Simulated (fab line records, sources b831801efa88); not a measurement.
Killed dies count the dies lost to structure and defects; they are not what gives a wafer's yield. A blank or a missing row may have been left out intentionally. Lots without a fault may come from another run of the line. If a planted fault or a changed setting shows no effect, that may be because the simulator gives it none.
A lot that was struck, set against a sound lot :: flow sky130 :: 14 steps out of a route of 708
Sound: these wafers, L251.1, L251.3, L251.6. Wafers L245.2, L245.4, L245.6 were the ones struck. The cause comes at the end.
For every step that has rows: the tool of each side, followed by ch and its chambers, followed by its first start. Under that, the readings that differ: sound wafers :: struck wafers :: difference of the means :: sigmas: that difference in standard deviations of wafers without a fault.
alike: readings with means less than 2 such deviations apart, plus words and numbers identical on both sides. not compared: withheld readings, readings lacking a value on some wafer, bounds such as >300 that could conceal the same value, and numbers that have no deviation in the record and whose values overlap.
Wherever a step has rows on one side only, a row that says differs or no value, or a row with sigmas, the two part there. Non-overlapping numbers with no deviation appear without sigmas and do not part them. A reading missing from all wafers of one side parts the sides only when that side holds two or more wafers.

first, 4 steps without rows for these wafers: SKY_LDD_HVP_SOFTBAKE_03 (time 60 s); SKY_LDD_HVP_EXPOSE_04 (exposes mask HVPTM, target cd 700 nm); SKY_LDD_HVP_PEB_05; SKY_LDD_HVP_DEVELOP_06 (develop time 60 s).
SKY_LDD_HVP_OVL_MEAS_07:
  sound on overlay-02, day 29 11:23; struck on overlay-02, day 27 11:36
  alike: LDD_HVP_OVL
next, for these wafers, 1 step has no rows: SKY_LDD_HVP_IMPLANT_08.
SKY_LDD_HVP_STRIP_09: strips in O2/N2.
  sound on plasma-asher-01 ch 0, day 29 11:35; struck on plasma-asher-03 ch 0, day 27 11:47
reading: drypump-motor-current-A (A)
sound: 6.0 5.9 5.9
struck: 4.9 4.9 4.9
difference: -1.0
sigmas: -3

reading: strip-time-to-endpoint-s (s)
sound: 4.151 4.144 4.152
struck: 4.107 4.122 4.118
difference: -0.033
sigmas: -2
  alike: o2-flow-sccm, oes-product-au
  not compared: rf-hours-counter-h
SKY_LDD_HVP_TW_MEAS_10:
  sound on film-metro-03, day 29 11:41; struck on film-metro-03, day 27 11:53
  alike: LDD_HVP_TW
then, 4 steps without rows for these wafers: SKY_LDD_LDN_DEHYDRATE_00 (time 60 s); SKY_LDD_LDN_HMDS_01 (prime time 60 s); SKY_LDD_LDN_COAT_02 (resist thk 1140 nm); SKY_LDD_LDN_SOFTBAKE_03 (time 60 s).
SKY_LDD_LDN_EXPOSE_04: exposes mask LDNTM, target cd 700 nm.
  struck on iline-stepper-01, day 28 01:56; sound on iline-stepper-02 ch 0, day 30 01:24
  no value came back on the struck wafers for exposure-dose-mJ-cm2, focus-offset-nm (nm); on the sound wafers exposure-dose-mJ-cm2 reads 139.81 140.17 139.96
  alike: mask
next, for these wafers, 1 step has no rows: SKY_LDD_LDN_PEB_05.

== WHERE THEY PART ==
At SKY_LDD_HVP_STRIP_09 first; at SKY_LDD_LDN_EXPOSE_04 last (within this record only).

WHY: what the simulator had put in
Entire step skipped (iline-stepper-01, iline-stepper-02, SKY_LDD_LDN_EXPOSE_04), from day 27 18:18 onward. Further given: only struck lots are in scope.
